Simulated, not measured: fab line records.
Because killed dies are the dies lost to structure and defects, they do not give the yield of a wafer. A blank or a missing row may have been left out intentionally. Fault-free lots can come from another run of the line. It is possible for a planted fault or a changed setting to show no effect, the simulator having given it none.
What tool caused it? -- flow sky130 -- Sampling: 6 lots, 18 wafers, 4 of 708 route steps

## WHAT EACH GAUGE READ, for each wafer
SKY_NWELL_RS_MEAS_29: uses a four-point probe to measure.
lot,measured,on,NWELL_RS (ohm/sq)
L183,day 5 12:34,film metro-02,620.6 622.2 622.0
L185,day 6 00:32,film metro-04,627.6 624.8 626.8
L188,day 6 20:55,film metro-02,625.0 623.3 623.9
L191,day 7 16:22,film metro-02,623.7 621.7 620.8
L201,day 10 03:40,film metro-03,635.4 634.5 636.6
L205,day 11 02:58,film metro-02,622.9 620.9 623.1

## WHAT TOOL EACH LOT RAN ON (gives the tool, then ch and the chambers of the sampled wafers, and finally the start)
lot,SKY_FIELD_ISO_STRIP_16,SKY_FIELD_ISO_CMP_27,SKY_NWELL_IMPLANT_11
L183,"plasma asher-04 ch 0,1, day 2 11:24","cmp-02 ch 0,1,2, day 2 14:48","implanter-03 ch 0, day 4 17:34"
L185,"plasma asher-01 ch 0,1, day 2 21:21","cmp-01 ch 0,2,3, day 3 01:02","implanter-03 ch 0, day 5 05:17"
L188,"plasma asher-01 ch 0,1, day 3 14:53","cmp-01 ch 0,2,3, day 3 18:13","implanter-02 ch 0, day 6 00:25"
L191,"plasma asher-03 ch 0,1, day 4 03:53","cmp-01 ch 0,2,3, day 4 10:34","implanter-02 ch 0, day 6 20:10"
L201,"plasma asher-04 ch 0,1, day 6 10:19","cmp-01 ch 0,1,3, day 6 13:43","implanter-01 ch 0, day 9 04:22"
L205,"plasma asher-03 ch 0,1, day 7 05:20","cmp-01 ch 2,3, day 7 08:47","implanter-03 ch 0, day 10 02:28"
- SKY_FIELD_ISO_STRIP_16: strips in O2/N2.
- SKY_FIELD_ISO_CMP_27: polishes, stops on Si3N4, t overpolish 16 s, target thk 457.8 nm.
- SKY_NWELL_IMPLANT_11

## THE ANSWER, worked out from the rows above alone
Rule: the usual values come from the lots themselves. Put in order of their means at a reading, lots are off if they are a third of the lots or fewer, leave a main group of 4 or more, and stand apart from it by a gap of 3 or more times the standard deviation of the main group's means; of several such gaps the widest counts. A main group is skipped when, at the precision printed for the reading in the tables above, its means are all equal. Also off: a lot with no number at a reading for which 4 or more lots have one. All remaining lots with rows at the step are treated as sound.
Off: L201, at SKY_NWELL_RS_MEAS_29 (NWELL_RS). For the main group the mean is 623.3 ohm/sq and the standard deviation 1.8.
A tool fits if, at a process step before that reading, it ran every lot that is off, and no sound lot after the first of them. Gauges at SKY_NWELL_RS_MEAS_29: tried the same way as those tools. Can't be told from this: 3 tools fit, plasma asher-04 at SKY_FIELD_ISO_STRIP_16, implanter-01 at SKY_NWELL_IMPLANT_11, film metro-03 at SKY_NWELL_RS_MEAS_29.

## WHAT WAS PUT IN BY THE SIMULATOR
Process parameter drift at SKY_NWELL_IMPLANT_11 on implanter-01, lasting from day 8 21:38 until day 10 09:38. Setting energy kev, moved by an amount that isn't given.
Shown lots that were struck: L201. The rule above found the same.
